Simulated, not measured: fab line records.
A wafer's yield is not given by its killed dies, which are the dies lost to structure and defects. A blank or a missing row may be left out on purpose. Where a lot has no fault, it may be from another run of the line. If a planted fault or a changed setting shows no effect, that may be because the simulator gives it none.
8D (eight disciplines) problem report, filled in by code + flow gf180mcu + the parts of the form that need people (team, actions taken, sign-off) are left out

1. WHAT IS WRONG
Wafers without a fault read 899.99 C, standard deviation 0.085; tube_center_temp_C at GF_DUAL_GATE_OXIDATION_02 reads a mean of 896.32 C on 9 wafers belonging to 3 lots. That puts it -43 standard deviations away from the usual mean.
The step: stabilise 600 s, purge 300 s, target thk 10.887 nm.
First observed at day 9 18:34: wafer L676.3, on furnace-02. At this step, 21 wafers from 7 lots have a number in the record. Rule for "out", or "out of limits": more than 4 standard deviations from the usual mean. All remaining wafers that have a number are taken as sound.

2. WHAT THIS IS AND IS NOT
| question                    | is                                         | is not                                                                         |
|-----------------------------|--------------------------------------------|--------------------------------------------------------------------------------|
| which readings at this step | tube_center_temp_C, tube_center_temp_C_max | zone_power_bottom_pct                                                          |
| which lots                  | L676, L677, L678                           | L674, L688, L689, L693                                                         |
| which wafers of those lots  | all that have a number                     | -                                                                              |
| read on which tools         | furnace-02                                 | furnace-01                                                                     |
| when                        | from day 9 18:34                           | up to then (3 sound wafers); but 9 sound wafers of L688, L689, L693 came after |

3. THE SUSPECTS, EACH WITH WHAT RULES IT OUT
Counting: a tool stays on the suspect list if, at a process step up to the reading, it processed all lots that are out and no sound lot following the first of them.
- furnace-02 at GF_DUAL_GATE_OXIDATION_02 (stabilise 600 s, purge 300 s, target thk 10.887 nm): ruled out as a lasting fault. After its first lot that is out, L676 (day 9 18:34), sound lots L688, L689 ran on it.
Left after counting: nothing in the record.

4. THE CAUSE (what the simulator had put in)
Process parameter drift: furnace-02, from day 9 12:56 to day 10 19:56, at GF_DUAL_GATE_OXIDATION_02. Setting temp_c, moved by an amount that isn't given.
Counting ruled it out, wrongly.

5. THE EFFECT CHAIN, in route order
Each row: a reading where the mean over the struck wafers with a number is more than 3 standard deviations away from the usual. Only readings whose record carries a usual standard deviation are examined. hours: median over the lots of the time between each lot's start at the first step of this table that gives one and its start at this step. sigmas: the change, counted in usual standard deviations.
| hours | step                      | reading                | usual    | on struck wafers | change | sigmas |
|-------|---------------------------|------------------------|----------|------------------|--------|--------|
| 0     | GF_DUAL_GATE_OXIDATION_02 | spike_tc_centre_C      | 900.7 C  | 897.2            | -3.5   | -3.6   |
| 0     | GF_DUAL_GATE_OXIDATION_02 | spike_tc_top_C         | 907.8 C  | 903.9            | -3.9   | -3.5   |
| 0     | GF_DUAL_GATE_OXIDATION_02 | tube_center_temp_C     | 899.99 C | 896.32           | -3.67  | -43    |
| 0     | GF_DUAL_GATE_OXIDATION_02 | tube_center_temp_C_max | 902.3    | 898.6            | -3.7   | -10    |
Process steps it contains:
- GF_DUAL_GATE_OXIDATION_02: stabilise 600 s, purge 300 s, target thk 10.887 nm.
Later steps that measure or inspect, where all struck wafers having a row at the step show a number for every such reading and not one has moved that far: GF_DUAL_GATE_THK_MEAS_03, GF_DUAL_GATE_OVL_MEAS_11.

6. WHAT WOULD HAVE CAUGHT IT SOONER
The fault began at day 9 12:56; the first out-of-limits reading in this record came at day 9 18:34, 6 hours later.
